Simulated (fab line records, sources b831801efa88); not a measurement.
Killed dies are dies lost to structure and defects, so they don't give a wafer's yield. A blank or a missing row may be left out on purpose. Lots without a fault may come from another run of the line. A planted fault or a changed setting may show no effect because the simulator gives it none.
Problem report in the 8D (eight disciplines) form, filled by code | flow sky130 | the parts of the form that need people (team, actions taken, sign-off) are left out

1. THE PROBLEM
SPACER_CVD_00_THK at SKY_SPACER_THK_MEAS_01 reads a mean of 45.5 nm on 6 wafers of 2 lots; wafers without a fault read 42.9 nm with a standard deviation of 0.41. That is +6.3 standard deviations from the usual mean.
First seen on wafer L371.4, day 25 18:11, on film_metro-03. The record holds 42 wafers of 14 lots with a number at this step. Rule for "out", or "out of limits": more than 4 standard deviations from the usual mean. The other wafers with a number count as sound.

2. WHAT IT IS AND WHAT IT IS NOT
question                    | is                     | is not
which readings at this step | SPACER_CVD_00_THK      | -
which lots                  | L371, L373             | L376, L377, L378, L379, L380, L381, L382, L383, L384, L385, L386, L388
which wafers of those lots  | all that have a number | -
read on which gauges        | film_metro-03          | film_metro-01, film_metro-02
when                        | from day 25 18:11      | up to then (0 sound wafers); but 36 sound wafers of L376, L377, L378, L379, L380, L381, L382, L383, L384, L385, L386, L388 came after

3. SUSPECTS, AND WHAT RULES EACH OUT
Counting: a tool at a process step up to the reading stays a suspect if it ran every lot that is out and no sound lot after the first of them.
- the gauge at SKY_SPACER_THK_MEAS_01: kept. All the wafers that are out were read on film_metro-03, and no step on other tools shows them out.
Left after counting: film_metro-03 at SKY_SPACER_THK_MEAS_01.

4. THE CAUSE (what the simulator had put in)
Metrology matching offset: film_metro-03, from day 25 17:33 on, at SKY_SPACER_THK_MEAS_01. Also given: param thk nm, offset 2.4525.
Counting left only this tool.

5. THE CHAIN OF EFFECTS, in route order
Each row: a reading whose mean over the struck wafers that have a number lies more than 3 standard deviations from the usual. Only readings for which the record gives a usual standard deviation are gone through. hours: the time from each lot's start at the first step in this table that gives one to its start at this step, as a median over the lots. sigmas: the change in usual standard deviations.
hours | step                   | reading           | usual   | on struck wafers | change | sigmas
0     | SKY_SPACER_THK_MEAS_01 | SPACER_CVD_00_THK | 42.9 nm | 45.5             | +2.6   | +6.3

6. WHAT WOULD HAVE CAUGHT IT SOONER
In this record the first reading out of limits at a measuring or inspecting step was taken at day 25 18:11, 1 hour after the fault began at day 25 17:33.
